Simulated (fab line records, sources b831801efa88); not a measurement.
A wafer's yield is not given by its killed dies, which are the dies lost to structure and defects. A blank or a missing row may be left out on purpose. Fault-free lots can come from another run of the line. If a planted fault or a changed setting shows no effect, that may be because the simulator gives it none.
fab line records	flow sky130
[record] lots = 7	wafers = 21	last-day = 49
route steps=708 shown METAL1@446 VIA1@458
lots that met no fault: from a run of the same line without faults
start-h: hours from the record's first day to the start of the lot's first wafer shown	wait-h: hours from the lot's prior step to this one	" same as the row above	L1.1+2: several wafers, shown together as one row	- no value present, or no start provided	* or withheld: withheld	< > ~ a bound
route shown NAME@n: a module of which the file shows steps, and the number in the route of the first	usual: mean and standard deviation over wafers with no fault	same: alike in all rows	chamber/n: place in a boat	sites: per-site readings	_std_site: standard deviation across them	_edge_site: outer sites' mean less inner sites'	radius-mm: for every site, how far away it sits from the centre of the wafer	mask NAME#n: copy n	behind: tool/chamber where the wafer was last shaped	hold: cause of the lot's hold/its duration in hours/its outcome	device: whichever transistor did not switch (one of n, p or np)	end of line: the same wafers' tests at the end of the route	a step given without rows: its recipe and nothing more	killed: dies that structure and defects cost at the first sort, which is not the same as the wafer's yield	map: dies across one wafer; x = killed, . = not, _ = none there
set.NAME: setting as actually run; set.NAME@STEP: the setting as run at that earlier step	model.NAME: the simulator's own value behind a step, which no gauge read
lots seen at some steps along the route; tables by step, rows by wafer
services: when a tool's chamber went out of use (start-h, in hours from the record's first day, below 0 if earlier), for how many hours, and the reason
[[steps]]
[step SKY_METAL1_EXPOSE_12]
[recipe] mask-id = MM1	na = 0.8	source-shape = annular	sigma-inner = 0.55	sigma-outer = 0.85	target-cd-nm = 140	dose-mj = 28
[step SKY_METAL1_PEB_13]
[recipe] peb-temp-c = withheld	peb-time-s = withheld	resist = KrF-thick
[step SKY_METAL1_DEVELOP_14]
[recipe] develop-time-s = 60	resist = KrF-thick	dev-temp-c = 21
[step SKY_METAL1_CD_MEAS_15]
[recipe] target-cd-nm = 140
[usual] cd-nm = 140.4/1.5
lot.wafer	tool	chamber	start-h	wait-h	cd-nm
L658.2	cd-sem-02	-	775.64	-	140.2
L658.3	"	-	"	"	138.3
L658.4	"	-	"	"	139.3
L662.2	cd-sem-01	-	814.24	-	140.0
L662.4	"	-	"	"	138.8
L662.6	"	-	"	"	139.6
L663.1	cd-sem-01	-	820.07	-	139.3
L663.5	"	-	"	"	142.6
L663.6	"	-	"	"	142.1
L665.4	cd-sem-01	-	837.31	-	140.0
L665.5	"	-	"	"	140.8
L665.6	"	-	"	"	141.1
L666.1	cd-sem-01	-	840.05	-	138.6
L666.4	"	-	"	"	139.1
L666.5	"	-	"	"	140.3
L673.2	cd-sem-01	-	894.94	-	141.2
L673.3	"	-	"	"	141.6
L673.5	"	-	"	"	140.0
L675.1	cd-sem-01	-	905.27	-	141.2
L675.3	"	-	"	"	141.5
L675.6	"	-	"	"	141.3
[step SKY_METAL1_OVL_MEAS_16]
[usual] METAL1_OVL = 1/5.9
lot.wafer	tool	chamber	start-h	wait-h	METAL1_OVL[nm]
L658.2	overlay-01	-	775.74	0.1	9
L658.3	"	-	"	"	1
L658.4	"	-	"	"	1
L662.2	overlay-01	-	814.34	0.1	0
L662.4	"	-	"	"	-4
L662.6	"	-	"	"	-4
L663.1	overlay-01	-	820.19	0.1	-6
L663.5	"	-	"	"	-2
L663.6	"	-	"	"	0
L665.4	overlay-01	-	837.38	0.1	-4
L665.5	"	-	"	"	-9
L665.6	"	-	"	"	4
L666.1	overlay-01	-	840.17	0.1	-1
L666.4	"	-	"	"	2
L666.5	"	-	"	"	5
L673.2	overlay-02	-	895.05	0.1	-10
L673.3	"	-	"	"	-6
L673.5	"	-	"	"	-11
L675.1	overlay-02	-	905.39	0.1	0
L675.3	"	-	"	"	8
L675.6	"	-	"	"	0
[step SKY_METAL1_DESCUM_17]
[recipe] chemistry = O2	source-power-w = 150	bias-power-w = 0	pressure-mtorr = 10	temp-c = 40	time-s = 8
[usual] chamber-pressure-mTorr = 10.000/0.0096	drypump-motor-current-A = 5.6/0.38	oes-product-au = 0.998/0.0076
lot.wafer	tool	chamber	start-h	wait-h	chamber-pressure-mTorr	drypump-motor-current-A	oes-product-au	rf-hours-counter-h
L658.2	rie-metal-04	1	775.77	0.0	9.982	5.3	1.006	9
L658.3	"	0	"	"	10.004	6.1	0.989	-
L658.4	"	1	"	"	9.986	5.3	0.999	-
L662.2	rie-metal-02	1	814.37	0.0	9.996	5.4	0.999	15
L662.4	"	0	"	"	10.011	5.0	1.004	-
L662.6	"	0	"	"	9.999	5.0	1.006	-
L663.1	rie-metal-04	0	820.22	0.0	10.013	6.2	0.996	6
L663.5	"	0	"	"	10.009	6.2	1.004	-
L663.6	"	1	"	"	9.995	5.3	0.998	-
L665.4	rie-metal-03	0	837.43	0.0	9.998	5.6	0.996	-
L665.5	"	0	"	"	10.000	5.7	0.988	-
L665.6	"	0	"	"	10.000	5.6	0.993	-
L666.1	rie-metal-04	1	840.20	0.0	9.990	5.3	1.001	11
L666.4	"	0	"	"	9.999	6.2	0.992	-
L666.5	"	0	"	"	9.996	6.2	0.994	-
L673.2	rie-metal-04	1	895.08	0.0	9.992	5.3	1.007	14
L673.3	"	1	"	"	10.006	5.3	1.002	-
L673.5	"	1	"	"	9.990	5.3	0.997	-
L675.1	rie-metal-03	1	905.43	0.0	10.008	5.4	0.994	2
L675.3	"	1	"	"	10.000	5.4	0.993	-
L675.6	"	0	"	"	9.997	5.6	0.995	-
[step SKY_METAL1_ETCH_18]
[recipe] chemistry = N2/H2	target = BARC	ion-energy-ev = 200	bias-w = 100	pressure-mtorr = 30	n2-flow-sccm = 100	h2-flow-sccm = 200	icp-w = 500	stop-on = SiO2	time-s = 45.9	target-depth-a = 600
[usual] chamber-pressure-mTorr = 30.004/0.026	drypump-motor-current-A = 5.6/0.37	oes-product-au = 0.855/0.0047	throttle-valve-pct = 13.225/0.0082
lot.wafer	tool	chamber	start-h	wait-h	chamber-pressure-mTorr	drypump-motor-current-A	oes-product-au	rf-hours-counter-h	throttle-valve-pct
L658.2	rie-metal-04	1	775.80	0.0	30.027	5.3	0.855	9	13.225
L658.3	"	0	"	"	30.029	6.2	0.851	-	13.231
L658.4	"	1	"	"	29.976	5.3	0.853	-	13.236
L662.2	rie-metal-02	1	814.40	0.0	29.951	5.5	0.859	15	13.233
L662.4	"	0	"	"	30.023	5.0	0.854	-	13.226
L662.6	"	0	"	"	30.029	5.1	0.853	-	13.227
L663.1	rie-metal-04	0	820.25	0.0	30.033	6.1	0.854	6	13.225
L663.5	"	0	"	"	29.994	6.2	0.861	-	13.214
L663.6	"	1	"	"	29.982	5.3	0.865	-	13.229
L665.4	rie-metal-03	0	837.53	0.1	29.986	5.7	0.852	-	13.227
L665.5	"	0	"	"	30.032	5.7	0.850	-	13.210
L665.6	"	0	"	"	29.992	5.7	0.852	-	13.230
L666.1	rie-metal-04	1	840.23	0.0	30.004	5.3	0.852	11	13.234
L666.4	"	0	"	"	29.974	6.2	0.853	-	13.207
L666.5	"	0	"	"	30.013	6.1	0.853	-	13.224
L673.2	rie-metal-04	1	895.11	0.0	30.029	5.3	0.863	14	13.224
L673.3	"	1	"	"	30.003	5.4	0.856	-	13.216
L673.5	"	1	"	"	30.017	5.4	0.858	-	13.223
L675.1	rie-metal-03	1	905.46	0.0	30.002	5.4	0.848	2	13.224
L675.3	"	1	"	"	30.005	5.4	0.853	-	13.227
L675.6	"	0	"	"	30.010	5.7	0.858	-	13.219
[step SKY_METAL1_METAL_ETCH_19]
[recipe] target-depth-a = 3600	stop-on = SiO2	over-etch-frac = 0.3	time-s = 78	chemistry = Cl2/BCl3	resist-sidewall-deg = 88	pressure-mtorr = 10	icp-w = 900	bias-w = 48.5	Cl2_flow_sccm = 60	bcl3-flow-sccm = 30
[usual] chamber-pressure-mTorr = 9.999/0.0091	drypump-motor-current-A = 5.6/0.37	oes-product-au = 0.854/0.0054	throttle-valve-pct = 22.264/0.0082
lot.wafer	tool	chamber	start-h	wait-h	chamber-pressure-mTorr	drypump-motor-current-A	oes-product-au	rf-hours-counter-h	throttle-valve-pct
L658.2	rie-metal-04	1	775.87	0.0	10.003	5.3	0.855	9	22.260
L658.3	"	0	"	"	9.989	6.2	0.856	-	22.276
L658.4	"	1	"	"	10.001	5.3	0.843	-	22.265
L662.2	rie-metal-02	1	814.47	0.0	9.990	5.4	0.855	15	22.281
L662.4	"	0	"	"	10.005	5.0	0.852	-	22.261
L662.6	"	0	"	"	9.985	5.0	0.855	-	22.255
L663.1	rie-metal-04	0	820.32	0.0	10.016	6.2	0.848	7	22.258
L663.5	"	0	"	"	9.992	6.1	0.856	-	22.272
L663.6	"	1	"	"	9.984	5.3	0.851	-	22.266
L665.4	rie-metal-03	0	837.68	0.1	10.003	5.6	0.858	-	22.290
L665.5	"	0	"	"	9.990	5.7	0.854	-	22.263
L665.6	"	0	"	"	10.008	5.7	0.853	-	22.266
L666.1	rie-metal-04	1	840.30	0.0	10.001	5.3	0.859	11	22.265
L666.4	"	0	"	"	9.998	6.2	0.854	-	22.263
L666.5	"	0	"	"	9.986	6.2	0.863	-	22.278
L673.2	rie-metal-04	1	895.17	0.0	9.997	5.3	0.856	14	22.263
L673.3	"	1	"	"	9.997	5.3	0.857	-	22.261
L673.5	"	1	"	"	10.000	5.3	0.852	-	22.274
L675.1	rie-metal-03	1	905.52	0.0	9.992	5.3	0.851	2	22.279
L675.3	"	1	"	"	9.989	5.4	0.854	-	22.271
L675.6	"	0	"	"	10.003	5.6	0.855	-	22.268
[step SKY_METAL1_STRIP_20]
[recipe] chemistry = O2/N2	power-w = 1400	pressure-mtorr = 1500	platen-temp-c = withheld	o2-flow-sccm = 3000	n2-flow-sccm = 300	overash-fraction = 0.5
[usual] chamber-pressure-mTorr = 1500.1/1.3	drypump-motor-current-A = 5.6/0.58	oes-product-au = 0.344/0.0044	strip-time-to-endpoint-s = 2.713/0.03
lot.wafer	tool	chamber	start-h	wait-h	chamber-pressure-mTorr	drypump-motor-current-A	oes-product-au	rf-hours-counter-h	strip-time-to-endpoint-s
L658.2	plasma-asher-03	0	775.96	0.1	1500.5	6.7	0.346	61	2.686
L658.3	"	1	"	"	1500.1	5.9	0.344	-	2.757
L658.4	"	0	"	"	1501.3	6.7	0.333	-	2.680
L662.2	plasma-asher-04	1	814.56	0.1	1500.0	5.3	0.341	99	2.723
L662.4	"	0	"	"	1497.7	5.0	0.342	-	2.763
L662.6	"	0	"	"	1498.8	5.0	0.346	-	2.748
L663.1	plasma-asher-03	0	820.41	0.1	1500.4	6.7	0.341	66	2.738
L663.5	"	1	"	"	1498.9	5.9	0.348	-	2.746
L663.6	"	0	"	"	1501.1	6.7	0.336	-	2.737
L665.4	plasma-asher-04	0	837.81	0.1	1500.8	5.0	0.342	-	2.743
L665.5	"	1	"	"	1498.5	5.3	0.344	-	2.727
L665.6	"	0	"	"	1499.0	5.0	0.346	-	2.718
L666.1	plasma-asher-04	1	840.39	0.1	1499.2	5.3	0.342	102	2.744
L666.4	"	1	"	"	1498.3	5.3	0.342	-	2.740
L666.5	"	0	"	"	1501.6	5.0	0.355	-	2.762
L673.2	plasma-asher-02	0	895.26	0.1	1501.6	5.6	0.344	15	2.676
L673.3	"	1	"	"	1500.6	5.4	0.340	-	2.689
L673.5	"	0	"	"	1501.2	5.6	0.345	-	2.681
L675.1	plasma-asher-04	0	905.61	0.1	1501.5	5.0	0.345	108	2.692
L675.3	"	0	"	"	1499.9	5.0	0.342	-	2.699
L675.6	"	1	"	"	1498.2	5.3	0.342	-	2.742
[step SKY_METAL1_STRIP_21]
[recipe] chemistry = post-etch-residue-remover	time-s = 1200	temp-c = 72.5
[step SKY_METAL1_CLEAN_22]
[recipe] chemistry = IPA	time-s = 180	temp-c = 25
[step SKY_METAL1_CLEAN_23]
[recipe] chemistry = O3/DIW	dry = n2-spin
[step SKY_VIA1_HDPCVD_00]
[recipe] material = SiO2	target-thk-nm = 1030	sigma-open-frac = 0.3	time-s = 171.7	temp-c = 400	sih4-flow-sccm = 60	pressure-mtorr = 6
lot.wafer	tool	chamber	start-h	wait-h	model.SiO2_of_VIA1_HDPCVD_00.thk-nm
L658.2	hdpcvd-01	1	776.55	0.0	1025
L658.3	"	2	"	"	1028
L658.4	"	2	"	"	1021
L662.2	hdpcvd-02	1	815.19	0.0	1025
L662.4	"	0	"	"	1042
L662.6	"	2	"	"	1035
L663.1	hdpcvd-02	0	821.08	0.0	794.2
L663.5	"	0	"	"	794
L663.6	"	2	"	"	1021
L665.4	hdpcvd-02	0	838.42	0.1	813.3
L665.5	"	1	"	"	1033
L665.6	"	2	"	"	1031
L666.1+5	hdpcvd-02	2,1	840.98	0.0	1024
L666.4	"	0	"	"	788.7
L673.2	hdpcvd-01	1	895.85	0.0	1026
L673.3	"	0	"	"	1021
L673.5	"	1	"	"	1022
L675.1+6	hdpcvd-01	1,0	906.21	0.0	1021
L675.3	"	2	"	"	1023
[step SKY_VIA1_THK_MEAS_01]
[recipe] reads = SiO2_of_VIA1_HDPCVD_00
[usual] VIA1_HDPCVD_THK = 1027/9.6
lot.wafer	tool	chamber	start-h	wait-h	VIA1_HDPCVD_THK[nm]
L658.2	film-metro-01	-	776.67	0.1	1025
L658.3	"	-	"	"	1028
L658.4	"	-	"	"	1021
L662.2	film-metro-01	-	815.31	0.1	1024
L662.4	"	-	"	"	1042
L662.6	"	-	"	"	1035
L663.1	film-metro-03	-	821.19	0.1	794
L663.5	"	-	"	"	794
L663.6	"	-	"	"	1021
L665.4	film-metro-04	-	838.51	0.0	813
L665.5	"	-	"	"	1033
L665.6	"	-	"	"	1032
L666.1	film-metro-01	-	841.10	0.1	1025
L666.4	"	-	"	"	788
L666.5	"	-	"	"	1025
L673.2	film-metro-01	-	895.98	0.1	1026
L673.3	"	-	"	"	1021
L673.5	"	-	"	"	1023
L675.1	film-metro-04	-	906.32	0.1	1021
L675.3	"	-	"	"	1024
L675.6	"	-	"	"	1020
[step SKY_VIA1_CMP_02]
[recipe] material = SiO2	down-force-psi = 4	platen-rpm = 60	pad-velocity-m-s = 0.94248
[usual] head-pressure-psi = 4.001/0.0093	motor-current-A = 12.5/1	retaining-ring-pressure-frac = 1.000/0.005
lot.wafer	tool	chamber	start-h	wait-h	head-pressure-psi	motor-current-A	retaining-ring-pressure-frac
L658.3	cmp-01	3	776.77	0.1	3.991	12.7	1.012
L658.4	"	0	"	"	4.001	13.1	0.997
L658.2	"	1	"	"	3.991	11.9	0.995
L662.2	cmp-01	3	815.36	0.0	3.995	12.2	0.994
L662.4	"	1	"	"	3.995	13.0	0.997
L662.6	"	0	"	"	3.987	13.4	0.992
L663.1	cmp-02	1	821.30	0.1	3.998	11.4	1.001
L663.6	"	0	"	"	4.012	11.4	1.001
L663.5	"	1	"	"	4.003	10.8	0.997
L665.4	cmp-01	1	838.64	0.1	4.008	12.8	1.006
L665.5	"	3	"	"	4.002	12.4	0.999
L665.6	"	0	"	"	4.010	12.9	0.999
L666.4	cmp-02	0	841.37	0.2	4.008	11.6	1.009
L666.1	"	2	"	"	3.997	14.1	1.002
L666.5	"	1	"	"	3.984	11.5	1.005
L673.3	cmp-02	1	896.03	0.0	3.983	12.1	0.989
L673.2	"	2	"	"	3.999	13.5	0.993
L673.5	"	2	"	"	4.007	13.6	1.004
L675.1	cmp-01	0	906.43	0.1	3.997	13.3	1.001
L675.3	"	2	"	"	4.007	11.5	1.003
L675.6	"	0	"	"	4.002	13.5	1.002
[[services]]
tool	chamber	start-h	hours	kind
plasma-asher-03	-	755.00	0.6	repair
cmp-02	-	755.75	0.5	repair
hdpcvd-02	2	764.47	9.7	repair
hdpcvd-01	-	766.29	6.0	pm
cmp-01	-	772.49	3.1	pm
cmp-02	-	773.42	0.5	repair
hdpcvd-02	0	779.52	6.1	repair
rie-metal-02	-	786.34	2.5	repair
rie-metal-02	-	791.23	1.2	repair
cmp-02	-	799.78	2.7	repair
rie-metal-03	1	823.13	-	clean
rie-metal-03	1	823.13	22.9	scheduled-down
rie-metal-03	1	823.13	22.9	vent-cycle
cmp-02	-	824.61	0.4	repair
cmp-02	-	826.13	1.7	repair
hdpcvd-02	2	828.94	3.7	repair
cmp-01	-	840.58	1.3	repair
cmp-01	-	840.75	2.0	repair
rie-metal-03	-	844.20	1.1	repair
cmp-02	-	858.63	2.8	repair
cmp-02	-	879.40	0.7	repair
rie-metal-03	-	882.90	0.2	repair
cmp-02	-	885.99	1.0	repair
hdpcvd-02	2	887.04	15.1	repair
[[key]]
[first-sign] step = SKY_VIA1_THK_MEAS_01	reading = VIA1_HDPCVD_THK	direction = down	sigmas = 24	usual = 1027	struck = 798
effect none on later readings
[model-effect] step = SKY_VIA1_HDPCVD_00	value = SiO2_of_VIA1_HDPCVD_00.thk-nm	without = 1029	struck = 797.6
met-at SKY_VIA1_HDPCVD_00
struck-wafers L663.1,L663.5,L665.4,L666.4
sort-left-out L663.1,L663.5,L665.4,L666.4
onset-between 815.19 821.08
[fault] kind = process-parameter-drift	tool = hdpcvd-02	chamber = 0	onset-h = 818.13	steps = SKY_VIA1_HDPCVD_00	channel = target-thk-nm	offset = -231.93	shape = step	end-h = 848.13	acts-in = these-recipes-only	stated = 1030
// sort-left-out: the simulated sort isn't trusted on such a fault, so these wafers' sort isn't shown, and their yield isn't known
